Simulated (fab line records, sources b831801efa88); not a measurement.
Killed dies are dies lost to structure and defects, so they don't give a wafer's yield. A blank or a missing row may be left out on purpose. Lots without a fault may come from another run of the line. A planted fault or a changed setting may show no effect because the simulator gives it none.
Chamber matching | flow sky130 | SKY_VIA2_ETCH_15 on rie_diel-03: 4 sister chambers
The step etches SiO2 in C4F8/O2/Ar, stops on TiN, target depth 546 nm, time 84 s. 8 wafers are shown with their chamber, then 8 later ones without.

WAFERS WITH THEIR CHAMBER
wafer  | chamber | oes_product_au (a.u.)
L669.4 | 3       | 0.940
L680.1 | 0       | 0.944
L683.1 | 1       | 0.937
L683.6 | 3       | 0.941
L686.1 | 0       | 0.944
L686.3 | 2       | 0.953
L686.6 | 2       | 0.941
L685.2 | 1       | 0.947

WAFERS WITHOUT THEIR CHAMBER
wafer  | oes_product_au (a.u.)
L685.3 | 0.936
L685.4 | 0.938
L688.1 | 0.949
L688.3 | 0.944
L688.6 | 0.942
L691.2 | 0.937
L691.3 | 0.942
L691.5 | 0.939

WHICH CHAMBER EACH WENT THROUGH
wafer  | from the rows above               | in truth
L685.3 | can't be placed: 3 or 1 or 0 or 2 | 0
L685.4 | can't be placed: 3 or 1 or 0 or 2 | 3
L688.1 | can't be placed: 2 or 0 or 1 or 3 | 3
L688.3 | can't be placed: 0 or 1 or 2 or 3 | 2
L688.6 | can't be placed: 1 or 3 or 0 or 2 | 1
L691.2 | can't be placed: 3 or 1 or 0 or 2 | 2
L691.3 | can't be placed: 1 or 3 or 0 or 2 | 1
L691.5 | can't be placed: 3 or 1 or 0 or 2 | 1
Placed correctly: 0 of 8. Can't be placed from these rows: 8 (the true chamber is among the candidates in 8). Placed wrongly: 0.
How it was worked out, from the rows above alone: a wafer's distance from a chamber is the root of the sum, over the readings, of the square of ((its reading less the chamber's mean) divided by the reading's scatter). The wafer belongs to the nearest chamber; if the next one is less than 2 further off, it can't be placed. A chamber's mean is the mean of its shown wafers. The scatter: the root of (the sum of the squares of (reading less its chamber's mean) over the shown wafers, divided by (wafers less chambers)).
